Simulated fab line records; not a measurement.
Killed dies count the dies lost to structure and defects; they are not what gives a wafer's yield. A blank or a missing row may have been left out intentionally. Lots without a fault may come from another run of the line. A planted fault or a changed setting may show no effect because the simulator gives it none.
Which tool did it? + flow sky130 + 39 wafers from 13 lots sampled at 3 of the route's 708 steps

WHAT EACH GAUGE READ, for each wafer
SKY_VT_ADJUST_NCORE_OVL_MEAS_08.
| lot  | measured     | on         | VT_ADJUST_NCORE_OVL (nm) |
|------|--------------|------------|--------------------------|
| L703 | day 8 16:04  | overlay-02 | 3.8 3.1 2.6              |
| L704 | day 9 02:14  | overlay-02 | 1.7 0.4 -1.4             |
| L705 | day 9 09:41  | overlay-02 | -1.4 -0.3 -1.1           |
| L708 | day 10 03:37 | overlay-02 | -0.7 -1.6 -0.2           |
| L710 | day 10 15:20 | overlay-02 | 0.9 0.1 -0.7             |
| L711 | day 11 08:17 | overlay-01 | -1.4 0.3 -0.8            |
| L712 | day 11 10:53 | overlay-02 | 0.9 2.9 0.3              |
| L713 | day 11 20:06 | overlay-01 | -1.2 -2.6 -1.8           |
| L714 | day 11 23:33 | overlay-02 | -0.3 -0.5 -1.3           |
| L722 | day 14 13:26 | overlay-01 | 0.1 -1.0 -1.3            |
| L723 | day 14 17:29 | overlay-01 | 0.4 0.3 1.3              |
| L725 | day 15 12:39 | overlay-02 | -1.2 -0.7 -0.3           |
| L726 | day 15 19:03 | overlay-02 | 2.3 1.5 2.6              |

SKY_LDD_N_OVL_MEAS_07.
| lot  | measured     | on         | LDD_N_OVL (nm) |
|------|--------------|------------|----------------|
| L703 | day 17 23:49 | overlay-02 | 0.4 -0.2 -0.4  |
| L704 | day 18 09:40 | overlay-01 | -1.0 -0.5 -1.6 |
| L705 | day 19 07:25 | overlay-02 | -1.3 -0.2 -0.7 |
| L708 | day 19 23:29 | overlay-01 | -1.2 -1.9 -0.8 |
| L710 | day 20 14:58 | overlay-02 | -3.2 -2.2 -3.3 |
| L711 | day 21 13:20 | overlay-01 | -1.0 0.2 -0.5  |
| L712 | day 21 12:26 | overlay-01 | -2.2 -1.9 -1.6 |
| L713 | day 21 23:53 | overlay-01 | -0.2 0.3 0.6   |
| L714 | day 22 05:50 | overlay-01 | -1.4 -2.4 -1.7 |
| L722 | day 25 00:07 | overlay-02 | -2.2 -1.9 -2.7 |
| L723 | day 25 05:49 | overlay-02 | 2.3 1.9 0.9    |
| L725 | day 26 03:02 | overlay-01 | -1.9 -0.4 -0.7 |
| L726 | day 26 05:49 | overlay-02 | 0.6 0.5 0.3    |

EACH LOT AND THE TOOL THAT RAN IT (in order: tool; ch and the chambers of the sampled wafers; start)
| lot  | SKY_SONOS_ONO_STRIP_17               |
|------|--------------------------------------|
| L703 | plasma_asher-03 ch 0,1, day 12 21:41 |
| L704 | plasma_asher-04 ch 0,1, day 13 06:08 |
| L705 | plasma_asher-03 ch 0,1, day 13 18:36 |
| L708 | plasma_asher-04 ch 0,1, day 14 14:31 |
| L710 | plasma_asher-04 ch 0,1, day 15 02:44 |
| L711 | plasma_asher-04 ch 0,1, day 16 03:41 |
| L712 | plasma_asher-01 ch 0,1, day 16 03:23 |
| L713 | plasma_asher-03 ch 0,1, day 16 12:55 |
| L714 | plasma_asher-04 ch 1, day 16 17:29   |
| L722 | plasma_asher-04 ch 1, day 19 15:53   |
| L723 | plasma_asher-01 ch 0,1, day 19 19:47 |
| L725 | plasma_asher-03 ch 0,1, day 20 17:29 |
| L726 | plasma_asher-01 ch 0,1, day 20 22:47 |
- SKY_SONOS_ONO_STRIP_17: strips in O2/N2.

AS READ BY THE TOOLS THEMSELVES (means over the sampled wafers that have a number; for cases with no such wafer, the mark the record gives instead)
SKY_SONOS_ONO_STRIP_17.
| lot  | tool            | drypump_motor_current_A (A) | o2_flow_sccm (sccm) | oes_product_au (a.u.) | strip_time_to_endpoint_s (s) |
|------|-----------------|-----------------------------|---------------------|-----------------------|------------------------------|
| L703 | plasma_asher-03 | 6.1                         | 3002                | 0.710                 | 14.05                        |
| L704 | plasma_asher-04 | 5.5                         | 3004                | 0.710                 | 14.09                        |
| L705 | plasma_asher-03 | 6.1                         | 3000                | 0.715                 | 14.15                        |
| L708 | plasma_asher-04 | 5.7                         | 3001                | 0.713                 | 14.13                        |
| L710 | plasma_asher-04 | 5.5                         | 2998                | 0.709                 | 14.09                        |
| L711 | plasma_asher-04 | 5.7                         | 2989                | 0.711                 | 14.12                        |
| L712 | plasma_asher-01 | 5.6                         | 2995                | 0.709                 | 14.10                        |
| L713 | plasma_asher-03 | 6.4                         | 3009                | 0.711                 | 14.16                        |
| L714 | plasma_asher-04 | 5.9                         | 3005                | 0.706                 | 14.08                        |
| L722 | plasma_asher-04 | 5.9                         | 2991                | 0.715                 | 14.07                        |
| L723 | plasma_asher-01 | 5.6                         | 2997                | 0.711                 | 14.12                        |
| L725 | plasma_asher-03 | 6.4                         | 3002                | 0.712                 | 14.12                        |
| L726 | plasma_asher-01 | 5.7                         | 3002                | 0.709                 | 14.13                        |

THE ANSWER, worked out from the rows above alone
Rule: what is usual is taken from the lots themselves. The widest of any qualifying gaps counts: lots, ordered by their means at a reading, are off when they make up no more than a third of the lots, leave a main group of 4 or more, and stand apart from it by 3 or more times the standard deviation of that group's means. Not used: any main group whose means are identical at the precision the tables above print for the reading. A lot without any number at a reading at which 4 lots or more have one is off too. Where the step has rows for the other lots, those lots are counted as sound. The gauges are gone through in route order, then the tools' own readings, and for those a lot's mean is taken as printed above. The first step at which some lot is off is used, and at that step the reading that is off furthest; a lot without a number counts as furthest.
Nothing can be told from this: no lot is off at any reading shown.

WHAT WAS PUT IN BY THE SIMULATOR
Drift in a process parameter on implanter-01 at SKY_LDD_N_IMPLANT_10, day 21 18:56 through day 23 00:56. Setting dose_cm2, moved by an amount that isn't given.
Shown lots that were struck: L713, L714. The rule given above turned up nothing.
